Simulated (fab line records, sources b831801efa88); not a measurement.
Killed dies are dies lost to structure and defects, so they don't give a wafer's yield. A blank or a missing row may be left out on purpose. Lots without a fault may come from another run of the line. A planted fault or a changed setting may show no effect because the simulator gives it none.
Which tool did it? | flow gf180mcu | 6 lots, 16 wafers sampled, at 1 step of a route of 602

WHAT THE GAUGES READ, wafer by wafer
GF_SAB_CD_MEAS_09: target cd 420 nm.
lot  | measured     | on        | cd_nm (nm)
L152 | day 15 13:02 | cd_sem-01 | 425.9 426.2 423.6
L155 | day 16 12:32 | cd_sem-02 | 420.2 420.6 421.7
L157 | day 18 01:22 | cd_sem-02 | 418.4 418.2 418.5
L161 | day 20 01:19 | cd_sem-01 | 421.7 422.0
L163 | day 20 13:55 | cd_sem-02 | 422.9 419.9 420.0
L172 | day 22 18:53 | cd_sem-01 | 417.6 417.1

WHICH TOOL RAN EACH LOT (tool, then ch and the chambers of the sampled wafers, then the start)
The record holds no process step before these readings.

THE ANSWER, worked out from the rows above alone
Rule: what is usual is taken from the lots themselves. Put in order of their means at a reading, lots are off if they are a third of the lots or fewer, leave a main group of 4 or more, and stand apart from it by a gap of 3 or more times the standard deviation of the main group's means; of several such gaps the widest counts. A main group whose means are all the same, to the digits that the tables above print for the reading, isn't used. A lot without any number at a reading at which 4 lots or more have one is off too. The other lots that the step has rows for count as sound.
No lot is off at any reading shown: from this, nothing can be told.

WHAT THE SIMULATOR HAD PUT IN
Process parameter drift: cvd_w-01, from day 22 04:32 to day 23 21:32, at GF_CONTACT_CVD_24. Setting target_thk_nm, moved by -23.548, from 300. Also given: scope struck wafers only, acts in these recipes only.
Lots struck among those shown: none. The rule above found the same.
